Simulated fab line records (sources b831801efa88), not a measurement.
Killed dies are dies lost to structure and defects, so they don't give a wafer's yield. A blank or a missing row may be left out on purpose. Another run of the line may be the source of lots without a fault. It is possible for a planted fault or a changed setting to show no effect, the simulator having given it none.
Chamber matching || flow gf180mcu || rie_diel-01 running GF_STI_ETCH_13: 4 sister chambers
The step etches the open film in CHF3/O2, stops on Si, target depth 282.31 nm, time 112.9 s. 8 wafers are shown with their chamber, then 7 later ones without.

## WAFERS PAIRED WITH THEIR CHAMBERS
{"wafer": "L739.2", "chamber": 2, "throttle_valve_pct (%)": 8.818, "oes_product_au (a.u.)": 0.823}
{"wafer": "L739.5", "chamber": 2, "throttle_valve_pct (%)": 8.790, "oes_product_au (a.u.)": 0.834}
{"wafer": "L741.5", "chamber": 1, "throttle_valve_pct (%)": 8.809, "oes_product_au (a.u.)": 0.838}
{"wafer": "L742.2", "chamber": 3, "throttle_valve_pct (%)": 8.815, "oes_product_au (a.u.)": 0.837}
{"wafer": "L742.5", "chamber": 0, "throttle_valve_pct (%)": 8.787, "oes_product_au (a.u.)": 0.826}
{"wafer": "L742.6", "chamber": 1, "throttle_valve_pct (%)": 8.815, "oes_product_au (a.u.)": 0.837}
{"wafer": "L747.1", "chamber": 0, "throttle_valve_pct (%)": 8.806, "oes_product_au (a.u.)": 0.838}
{"wafer": "L747.3", "chamber": 3, "throttle_valve_pct (%)": 8.808, "oes_product_au (a.u.)": 0.828}

## WAFERS WITH NO CHAMBER GIVEN
{"wafer": "L747.4", "throttle_valve_pct (%)": 8.811, "oes_product_au (a.u.)": 0.826}
{"wafer": "L750.3", "throttle_valve_pct (%)": 8.801, "oes_product_au (a.u.)": 0.830}
{"wafer": "L750.4", "throttle_valve_pct (%)": 8.809, "oes_product_au (a.u.)": 0.828}
{"wafer": "L750.5", "throttle_valve_pct (%)": 8.813, "oes_product_au (a.u.)": 0.833}
{"wafer": "L752.1", "throttle_valve_pct (%)": 8.821, "oes_product_au (a.u.)": 0.835}
{"wafer": "L752.2", "throttle_valve_pct (%)": 8.825, "oes_product_au (a.u.)": 0.835}
{"wafer": "L752.3", "throttle_valve_pct (%)": 8.805, "oes_product_au (a.u.)": 0.839}

## THE CHAMBER EACH PASSED THROUGH
{"wafer": "L747.4", "from the rows above": "can't be placed: 2 or 3 or 0 or 1", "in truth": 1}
{"wafer": "L750.3", "from the rows above": "can't be placed: 2 or 0 or 3 or 1", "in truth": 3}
{"wafer": "L750.4", "from the rows above": "can't be placed: 2 or 3 or 0 or 1", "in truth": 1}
{"wafer": "L750.5", "from the rows above": "can't be placed: 3 or 1 or 2 or 0", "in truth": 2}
{"wafer": "L752.1", "from the rows above": "can't be placed: 1 or 3 or 2 or 0", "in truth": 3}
{"wafer": "L752.2", "from the rows above": "can't be placed: 1 or 3 or 2 or 0", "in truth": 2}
{"wafer": "L752.3", "from the rows above": "can't be placed: 1 or 3 or 0 or 2", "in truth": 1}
Correct placement for 0 of the 7. Unplaceable from these rows: 7, with the true chamber sitting among the candidates in 7. Wrongly placed: 0.
How it was worked out, from the rows above alone: a wafer's distance from a chamber is the root of the sum, over the readings, of the square of ((its reading less the chamber's mean) divided by the reading's scatter). The wafer belongs to the nearest chamber; if the next one is less than 2 further off, it can't be placed. For every chamber, the mean is computed from those of its wafers that are shown. How the scatter is found: for the shown wafers, subtract from each reading the mean of its chamber, square and add these, divide the total by (wafers less chambers), then take the root.
